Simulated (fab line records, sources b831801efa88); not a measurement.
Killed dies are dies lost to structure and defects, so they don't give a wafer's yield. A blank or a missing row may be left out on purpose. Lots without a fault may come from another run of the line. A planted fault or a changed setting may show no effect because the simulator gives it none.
Which tool did it? | flow sky130 | 12 lots, 36 wafers sampled, at 6 steps of a route of 708

WHAT THE GAUGES READ, wafer by wafer
SKY_NWELL_OVL_MEAS_10. Usual: NWELL_00_OVL -1.5 nm, standard deviation 1.3.
lot  | measured     | on         | NWELL_00_OVL (nm) | flag
L414 | day 4 22:09  | overlay-01 | -0.3 -4.2 -1.9    |
L415 | day 5 01:05  | overlay-02 | -1.5 -0.2 -2.8    |
L417 | day 5 11:09  | overlay-02 | -4.6 -2.0 -1.8    |
L418 | day 5 18:07  | overlay-02 | -2.8 -2.0 -3.2    |
L419 | day 6 01:16  | overlay-01 | -2.2 -0.8 -1.4    |
L420 | day 6 05:45  | overlay-01 | -1.0 1.2 -2.4     |
L422 | day 6 19:14  | overlay-02 | -0.6 0.2 -2.4     |
L423 | day 7 01:04  | overlay-01 | -2.1 -2.5 0.0     |
L429 | day 8 12:37  | overlay-02 | 0.8 -0.4 0.5      |
L432 | day 9 07:49  | overlay-01 | -2.8 -2.4 -1.9    |
L434 | day 9 17:43  | overlay-02 | -1.1 -2.1 -1.6    |
L436 | day 10 02:50 | overlay-01 | -0.4 -3.5 -1.3    |

SKY_NWELL_TW_MEAS_15. Usual: NWELL_TW 1813, standard deviation 12.
lot  | measured     | on            | NWELL_TW       | flag
L414 | day 4 22:44  | film_metro-04 | 1812 1815 1817 |
L415 | day 5 01:40  | film_metro-03 | 1814 1816 1808 |
L417 | day 5 11:44  | film_metro-01 | 1818 1823 1819 |
L418 | day 5 18:41  | film_metro-01 | 1825 1827 1821 |
L419 | day 6 01:50  | film_metro-01 | 1825 1826 1823 |
L420 | day 6 06:20  | film_metro-04 | 1825 1821 1826 |
L422 | day 6 19:49  | film_metro-04 | 1678 1671 1689 | OFF
L423 | day 7 01:39  | film_metro-03 | 1670 1668 1680 | OFF
L429 | day 8 13:12  | film_metro-03 | 1807 1808 1806 |
L432 | day 9 08:24  | film_metro-01 | 1825 1820 1823 |
L434 | day 9 18:18  | film_metro-03 | 1829 1819 1821 |
L436 | day 10 03:25 | film_metro-03 | 1802 1818 1811 |

SKY_NWELL_RS_MEAS_29: measures by four-point-probe. Usual: NWELL_RS 624.6 ohm/sq, standard deviation 1.7.
lot  | measured     | on            | NWELL_RS (ohm/sq) | flag
L414 | day 5 17:21  | film_metro-04 | 622.8 623.5 620.7 |
L415 | day 5 19:33  | film_metro-03 | 623.9 624.6 622.8 |
L417 | day 6 05:54  | film_metro-03 | 622.8 624.3 624.6 |
L418 | day 6 13:16  | film_metro-01 | 622.6 622.5 622.5 |
L419 | day 6 20:57  | film_metro-04 | 623.6 621.7 624.0 |
L420 | day 7 00:59  | film_metro-04 | 623.6 625.4 625.4 |
L422 | day 7 15:15  | film_metro-01 | 722.1 720.7 718.8 | OFF
L423 | day 7 22:25  | film_metro-01 | 722.9 719.2 718.7 | OFF
L429 | day 9 11:25  | film_metro-01 | 626.4 624.5 625.2 |
L432 | day 10 06:37 | film_metro-01 | 625.2 626.3 624.4 |
L434 | day 10 17:15 | film_metro-01 | 622.6 622.0 623.2 |
L436 | day 11 02:42 | film_metro-01 | 626.0 626.5 625.2 |

SKY_POLY_GATE_OVL_MEAS_14. Usual: POLY_GATE_OVL -3 nm, standard deviation 5.8.
lot  | measured     | on         | POLY_GATE_OVL (nm) | flag
L414 | day 16 20:30 | overlay-01 | -3 -5 3            |
L415 | day 17 04:10 | overlay-02 | -2 -3 -3           |
L417 | day 17 19:20 | overlay-02 | -9 -9 2            |
L418 | day 18 09:20 | overlay-02 | 9 8 6              |
L419 | day 18 16:55 | overlay-02 | 0 -4 -13           |
L420 | day 19 02:50 | overlay-01 | -4 -3 4            |
L422 | day 19 18:36 | overlay-01 | -2 -8 -4           |
L423 | day 20 10:44 | overlay-01 | -5 8 0             |
L429 | day 22 17:41 | overlay-02 | -7 -5 -9           |
L432 | day 23 17:25 | overlay-01 | -3 6 4             |
L434 | day 24 21:33 | overlay-02 | -3 -2 -2           |
L436 | day 24 20:44 | overlay-01 | -3 1 -1            |

WHICH TOOL RAN EACH LOT (tool, then ch and the chambers of the sampled wafers, then the start)
lot  | SKY_FIELD_ISO_ETCH_14             | SKY_NWELL_IMPLANT_11
L414 | rie_diel-04 ch 0,2, day 2 11:16   | implanter-02 ch 0, day 4 22:11
L415 | rie_diel-01 ch 0,1,2, day 2 15:20 | implanter-02 ch 0, day 5 01:07
L417 | rie_diel-03 ch 0,2,3, day 3 01:57 | implanter-01 ch 0, day 5 11:11
L418 | rie_diel-04 ch 1,2,3, day 3 07:54 | implanter-04 ch 0, day 5 18:08
L419 | rie_diel-03 ch 0,3, day 3 14:18   | implanter-04 ch 0, day 6 01:17
L420 | rie_diel-04 ch 0,3, day 3 17:14   | implanter-01 ch 0, day 6 05:47
L422 | rie_diel-01 ch 0,1,2, day 4 02:54 | implanter-04 ch 0, day 6 19:16
L423 | rie_diel-01 ch 0,2, day 4 07:54   | implanter-04 ch 0, day 7 01:07
L429 | rie_diel-01 ch 1,3, day 5 16:25   | implanter-01 ch 0, day 8 12:40
L432 | rie_diel-03 ch 0,3, day 6 07:41   | implanter-02 ch 0, day 9 07:52
L434 | rie_diel-03 ch 0,1, day 6 18:30   | implanter-02 ch 0, day 9 17:46
L436 | rie_diel-01 ch 1,2, day 7 04:26   | implanter-04 ch 0, day 10 02:52
- SKY_FIELD_ISO_ETCH_14: etches BARC in N2/H2, stops on SiO2, time 45.9 s, target depth 60 nm.
- SKY_NWELL_IMPLANT_11

WHAT THE TOOLS THEMSELVES READ (means of the sampled wafers that have a number; where no wafer has one, the mark that the record gives instead)
SKY_FIELD_ISO_ETCH_14. Usual: drypump_motor_current_A 5.7 A, standard deviation 0.34; oes_product_au 0.854 a.u., standard deviation 0.0047; throttle_valve_pct 13.226 %, standard deviation 0.0098.
lot  | tool        | drypump_motor_current_A (A) | oes_product_au (a.u.) | throttle_valve_pct (%) | flag
L414 | rie_diel-04 | 5.9                         | 0.852                 | 13.231                 |
L415 | rie_diel-01 | 5.6                         | 0.851                 | 13.217                 |
L417 | rie_diel-03 | 5.7                         | 0.850                 | 13.229                 |
L418 | rie_diel-04 | 5.9                         | 0.852                 | 13.222                 |
L419 | rie_diel-03 | 5.4                         | 0.858                 | 13.225                 |
L420 | rie_diel-04 | 5.7                         | 0.851                 | 13.223                 |
L422 | rie_diel-01 | 5.6                         | 0.857                 | 13.226                 |
L423 | rie_diel-01 | 5.7                         | 0.854                 | 13.231                 |
L429 | rie_diel-01 | 5.6                         | 0.850                 | 13.217                 |
L432 | rie_diel-03 | 5.4                         | 0.851                 | 13.221                 |
L434 | rie_diel-03 | 5.5                         | 0.852                 | 13.221                 |
L436 | rie_diel-01 | 5.7                         | 0.852                 | 13.229                 |

SKY_NWELL_IMPLANT_11. Usual: beam_on_s 9.99 s, standard deviation 0.18; faraday_current_uA 107.2, standard deviation 1.9.
lot  | tool         | beam_on_s (s) | faraday_current_uA | flag
L414 | implanter-02 | 10.14         | 105.9              |
L415 | implanter-02 | 10.05         | 107.0              |
L417 | implanter-01 | 9.92          | 108.1              |
L418 | implanter-04 | 9.89          | 108.3              |
L419 | implanter-04 | 10.07         | 106.5              |
L420 | implanter-01 | 9.97          | 107.5              |
L422 | implanter-04 | 7.67          | 139.9              | OFF
L423 | implanter-04 | 7.78          | 137.9              | OFF
L429 | implanter-01 | 9.92          | 108.1              |
L432 | implanter-02 | 9.91          | 108.2              |
L434 | implanter-02 | 9.81          | 109.1              |
L436 | implanter-04 | 10.01         | 107.4              |

THE ANSWER, worked out from the rows above alone
Rule: a lot is off if the mean of its wafers that have a number lies more than 3 standard deviations from the usual mean. A lot without any number at a reading at which 4 lots or more have one is off too. The other lots that the step has rows for count as sound. The gauges are gone through in route order, then the tools' own readings, and for those a lot's mean is taken as printed above. The first step at which some lot is off is used, and at that step the reading that is off furthest; a lot without a number counts as furthest.
Off: L422, L423, at SKY_NWELL_TW_MEAS_15 (NWELL_TW).
A tool fits if, at a process step before that reading, it ran every lot that is off, and no sound lot after the first of them. The gauges at SKY_NWELL_TW_MEAS_15 aren't tried: what is off there is off at SKY_NWELL_RS_MEAS_29 too, on other tools, and a gauge's error can't cause that. None of those tried fits.

WHAT THE SIMULATOR HAD PUT IN
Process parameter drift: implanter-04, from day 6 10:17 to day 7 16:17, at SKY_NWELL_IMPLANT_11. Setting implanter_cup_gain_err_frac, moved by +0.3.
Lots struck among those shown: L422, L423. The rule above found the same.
